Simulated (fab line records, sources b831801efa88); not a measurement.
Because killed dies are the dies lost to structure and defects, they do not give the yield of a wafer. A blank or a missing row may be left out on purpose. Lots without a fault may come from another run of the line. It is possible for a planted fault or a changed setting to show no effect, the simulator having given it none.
fab line records ; flow sky130 ; part 2 of 2: steps 30 to 42 of 42
record: lots: 5; wafers: 15; last_day: 50
route steps=708 shown FIELD_ISO@12 NWELL@32 DNWELL@35 PWDE@45
lots that met no fault: taken from a fault-free run of the same line
start_h: hours from the record's opening day to when the first of the lot's shown wafers began ; wait_h: time in hours since the lot's previous step ; " identical to the entry in the row above ; L1.1+2: a single row standing in for several wafers ; - either no value or no given start ; * or withheld: withheld ; < > ~ a bound
route shown NAME@n: a module of which the file shows steps, and the number in the route of the first ; usual: mean and standard deviation over wafers with no fault ; same: alike in all rows ; chamber/n: place in a boat ; sites: per-site readings ; _std_site: the values' standard deviation ; _edge_site: the outer-site mean with the inner-site mean subtracted ; radius_mm: how far each site lies from the wafer's centre ; mask NAME#n: copy n ; behind: the tool/chamber that last shaped the wafer ; hold: reason for holding the lot/hours on hold/outcome of the hold ; device: transistor that didn't switch, given as n, p or np ; end of line: the route-end tests of the same wafers ; a step without rows: its recipe alone ; killed: dies lost to structure and defects at the first sort, not the wafer's yield ; map: the dies of a wafer, with x for killed, . for not killed, _ for no die there
set.NAME: the setting that was run; set.NAME@STEP: the one run at that earlier step ; model.NAME: the simulator's own value behind a step, which no gauge read
lots seen at some steps along the route; tables by step, rows by wafer
services: the hour from which a tool's chamber was out of use, counted from the record's first day as start_h (under 0 if before that day), plus the number of hours and why
== steps ==
step: SKY_DNWELL_DEVELOP_06
recipe: wall_angle_deg: 90; developer: TMAH; develop_time_s: 60; dev_temp_c: 23
lot.wafer;tool;chamber;start_h;wait_h
L087.1+3+4;litho_track-03;0;-;-
L086.2+4+6;litho_track-04;0;-;-
L089.1+3+4;litho_track-01;0;-;-
L094.3+4+5;litho_track-01;0;-;-
L096.3+4+6;litho_track-01;0;-;-
step: SKY_DNWELL_IMPLANT_07
recipe: species: P; energy_kev: withheld; dose_cm2: withheld; tilt_deg: withheld
lot.wafer;tool;chamber;start_h;wait_h
L087.1+3+4;implanter-04;0;134.28;-
L086.2+4+6;implanter-03;0;134.44;-
L089.1+3+4;implanter-01;0;141.91;-
L094.3+4+5;implanter-01;0;161.41;-
L096.3+4+6;implanter-04;0;172.71;-
step: SKY_DNWELL_STRIP_08
recipe: chemistry: O2/N2; power_w: 1400; pressure_mtorr: 1500; platen_temp_c: withheld; o2_flow_sccm: 3000; n2_flow_sccm: 300; overash_fraction: 0.5
usual: drypump_motor_current_A: 6.0/0.31; n2_flow_sccm: 300.0/0.8; oes_product_au: 0.722/0.005; strip_time_to_endpoint_s: 36.91/0.095
same: overash_fraction: 0.5
lot.wafer;tool;chamber;start_h;wait_h;drypump_motor_current_A;n2_flow_sccm;oes_product_au;rf_hours_counter_h;strip_time_to_endpoint_s
L087.1;plasma_asher-01;1;134.43;0.1;5.9;299.9;0.728;46;36.96
L087.3;plasma_asher-01;1;134.43;0.1;5.9;298.7;0.718;-;36.98
L087.4;plasma_asher-01;0;134.43;0.1;6.4;298.7;0.712;-;36.88
L086.2;plasma_asher-03;1;134.57;0.1;6.1;299.9;0.727;44;36.91
L086.4;plasma_asher-03;0;134.57;0.1;6.5;300.5;0.718;-;37.05
L086.6;plasma_asher-03;0;134.57;0.1;6.4;299.6;0.730;-;36.80
L089.1;plasma_asher-03;0;142.06;0.1;6.4;300.5;0.718;45;36.88
L089.3;plasma_asher-03;0;142.06;0.1;6.4;299.4;0.722;-;36.87
L089.4;plasma_asher-03;1;142.06;0.1;6.0;299.9;0.723;-;36.84
L094.3;plasma_asher-01;0;161.54;0.1;6.4;300.0;0.710;-;36.86
L094.4;plasma_asher-01;1;161.54;0.1;5.9;298.8;0.718;-;36.87
L094.5;plasma_asher-01;0;161.54;0.1;6.4;299.7;0.725;-;36.88
L096.3;plasma_asher-03;1;172.84;0.1;6.0;300.5;0.720;-;36.92
L096.4;plasma_asher-03;0;172.84;0.1;6.4;299.7;0.716;-;36.96
L096.6;plasma_asher-03;1;172.84;0.1;6.0;300.1;0.730;-;36.69
step: SKY_DNWELL_TW_MEAS_09
usual: DNWELL_TW: 1116/6.5
lot.wafer;tool;chamber;start_h;wait_h;DNWELL_TW
L087.1;film_metro-03;-;134.53;0.1;1120
L087.3;film_metro-03;-;134.53;0.1;1118
L087.4;film_metro-03;-;134.53;0.1;1125
L086.2;film_metro-04;-;134.68;0.1;1119
L086.4;film_metro-04;-;134.68;0.1;1125
L086.6;film_metro-04;-;134.68;0.1;1119
L089.1;film_metro-02;-;142.16;0.1;1116
L089.3;film_metro-02;-;142.16;0.1;1117
L089.4;film_metro-02;-;142.16;0.1;1115
L094.3;film_metro-03;-;161.63;0.1;1119
L094.4;film_metro-03;-;161.63;0.1;1112
L094.5;film_metro-03;-;161.63;0.1;1111
L096.3;film_metro-03;-;172.93;0.1;1129
L096.4;film_metro-03;-;172.93;0.1;1128
L096.6;film_metro-03;-;172.93;0.1;1132
step: SKY_PWDE_DEHYDRATE_00
recipe: temp_c: 200; time_s: 60
lot.wafer;tool;chamber;start_h;wait_h
L087.1+3+4;litho_track-04;0;142.32;7.8
L086.2+4+6;litho_track-01;0;142.59;7.9
L089.1+3+4;litho_track-02;0;152.07;9.9
L094.3+4+5;litho_track-02;0;171.27;9.6
L096.3+4+6;litho_track-01;0;182.31;9.4
step: SKY_PWDE_HMDS_01
recipe: prime_time_s: 60; prime_temp_c: 120
lot.wafer;tool;chamber;start_h;wait_h
L087.1+3+4;litho_track-04;0;142.47;0.1
L086.2+4+6;litho_track-01;0;142.74;0.1
L089.1+3+4;litho_track-02;0;152.22;0.1
L094.3+4+5;litho_track-02;0;171.42;0.1
L096.3+4+6;litho_track-01;0;182.46;0.1
step: SKY_PWDE_COAT_02
recipe: spin_rpm: 2000; resist_thk_nm: 3000
lot.wafer;tool;chamber;start_h;wait_h
L087.1+3+4;litho_track-04;0;142.62;0.1
L086.2+4+6;litho_track-01;0;142.89;0.1
L089.1+3+4;litho_track-02;0;152.37;0.1
L094.3+4+5;litho_track-02;0;171.57;0.1
L096.3+4+6;litho_track-01;0;182.61;0.1
step: SKY_PWDE_SOFTBAKE_03
recipe: temp_c: 110; time_s: withheld
lot.wafer;tool;chamber;start_h;wait_h
L087.1+3+4;litho_track-04;0;142.77;0.1
L086.2+4+6;litho_track-01;0;143.05;0.1
L089.1+3+4;litho_track-02;0;152.52;0.1
L094.3+4+5;litho_track-02;0;171.74;0.1
L096.3+4+6;litho_track-01;0;182.78;0.1
step: SKY_PWDE_EXPOSE_04
recipe: mask_id: PWDEM; na: 0.6; source_shape: conventional; sigma_outer: 0.6; polarization: unpolarized; target_cd_nm: 840; dose_mj: 214
usual: focus_offset_nm: 0.0/0.53
lot.wafer;tool;chamber;start_h;wait_h;mask;focus_offset_nm
L087.1;iline_stepper-01;0;-;-;PWDEM#0;0.0
L087.3;iline_stepper-01;0;-;-;PWDEM#0;-0.7
L087.4;iline_stepper-01;0;-;-;PWDEM#0;0.3
L086.2;iline_stepper-02;0;-;-;PWDEM#0;-0.5
L086.4;iline_stepper-02;0;-;-;PWDEM#0;0.3
L086.6;iline_stepper-02;0;-;-;PWDEM#0;0.9
L089.1;iline_stepper-02;0;-;-;PWDEM#0;0.6
L089.3;iline_stepper-02;0;-;-;PWDEM#0;-0.5
L089.4;iline_stepper-02;0;-;-;PWDEM#0;0.1
L094.3;iline_stepper-02;0;-;-;PWDEM#0;-0.1
L094.4;iline_stepper-02;0;-;-;PWDEM#0;-0.8
L094.5;iline_stepper-02;0;-;-;PWDEM#0;0.8
L096.3;iline_stepper-01;0;-;-;PWDEM#0;0.4
L096.4;iline_stepper-01;0;-;-;PWDEM#0;0.3
L096.6;iline_stepper-01;0;-;-;PWDEM#0;0.9
step: SKY_PWDE_PEB_05
recipe: temp_c: 115; time_s: withheld
lot.wafer;tool;chamber;start_h;wait_h
L087.1+3+4;litho_track-04;0;-;-
L086.2+4+6;litho_track-01;0;-;-
L089.1+3+4;litho_track-02;0;-;-
L094.3+4+5;litho_track-02;0;-;-
L096.3+4+6;litho_track-04;0;-;-
step: SKY_PWDE_DEVELOP_06
recipe: wall_angle_deg: 90; developer: TMAH; develop_time_s: 60; dev_temp_c: 23
lot.wafer;tool;chamber;start_h;wait_h
L087.1+3+4;litho_track-04;0;-;-
L086.2+4+6;litho_track-01;0;-;-
L089.1+3+4;litho_track-02;0;-;-
L094.3+4+5;litho_track-02;0;-;-
L096.3+4+6;litho_track-04;0;-;-
step: SKY_PWDE_OVL_MEAS_07
usual: PWDE_OVL: -1.2/1.5
lot.wafer;tool;chamber;start_h;wait_h;PWDE_OVL[nm]
L087.1;overlay-02;-;153.27;-;-2.3
L087.3;overlay-02;-;153.27;-;-4.5
L087.4;overlay-02;-;153.27;-;-1.4
L086.2;overlay-01;-;154.07;-;-2.0
L086.4;overlay-01;-;154.07;-;-1.5
L086.6;overlay-01;-;154.07;-;-3.3
L089.1;overlay-02;-;162.32;-;-0.8
L089.3;overlay-02;-;162.32;-;-2.5
L089.4;overlay-02;-;162.32;-;-1.5
L094.3;overlay-01;-;181.53;-;-2.9
L094.4;overlay-01;-;181.53;-;-2.7
L094.5;overlay-01;-;181.53;-;-1.6
L096.3;overlay-02;-;193.53;-;-3.1
L096.4;overlay-02;-;193.53;-;-0.9
L096.6;overlay-02;-;193.53;-;-1.9
step: SKY_PWDE_IMPLANT_08
recipe: species: B; energy_kev: 150; dose_cm2: 3.6e+12; tilt_deg: withheld
usual: dose_ions_cm2: 3.6e+12/4e+09
lot.wafer;tool;chamber;start_h;wait_h;dose_ions_cm2
L087.1;implanter-02;0;153.30;0.0;3.605e+12
L087.3;implanter-02;0;153.30;0.0;3.605e+12
L087.4;implanter-02;0;153.30;0.0;3.606e+12
L086.2;implanter-01;0;154.12;0.0;3.599e+12
L086.4;implanter-01;0;154.12;0.0;3.593e+12
L086.6;implanter-01;0;154.12;0.0;3.596e+12
L089.1;implanter-01;0;162.36;0.0;3.606e+12
L089.3;implanter-01;0;162.36;0.0;3.608e+12
L089.4;implanter-01;0;162.36;0.0;3.603e+12
L094.3;implanter-03;0;181.61;0.1;3.601e+12
L094.4;implanter-03;0;181.61;0.1;3.593e+12
L094.5;implanter-03;0;181.61;0.1;3.602e+12
L096.3;implanter-01;0;193.60;0.1;3.596e+12
L096.4;implanter-01;0;193.60;0.1;3.599e+12
L096.6;implanter-01;0;193.60;0.1;3.596e+12
== services ==
tool;chamber;start_h;hours;kind
iline_stepper-01;-;86.07;1.7;pm
furnace-01;-;90.73;3.8;pm
implanter-03;-;92.49;5.2;repair
furnace-01;-;101.63;2.6;pm
cmp-02;-;118.58;3.7;pm
rie_diel-03;3;121.24;6.6;repair
rie_diel-03;0;122.27;2.3;repair
furnace-02;-;128.78;3.4;pm
cmp-01;-;131.22;2.3;repair
hdpcvd-02;2;131.43;5.5;repair
hdpcvd-01;2;137.90;5.9;repair
hdpcvd-02;1;139.96;3.8;repair
cmp-01;-;141.82;7.8;pm
iline_stepper-02;-;145.11;1.7;pm
rie_diel-02;3;160.03;2.9;repair
plasma_asher-01;-;167.51;2.8;pm
rie_diel-02;-;168.98;0.5;repair
wet_bench-04;-;169.56;1.6;repair
iline_stepper-01;-;177.75;1.1;repair
furnace-02;-;179.05;2.0;repair
wet_bench-04;-;180.93;2.7;repair
rie_si-02;2;182.78;1.8;repair
rie_diel-03;2;184.13;17.5;repair
rie_diel-02;2;188.03;7.5;repair
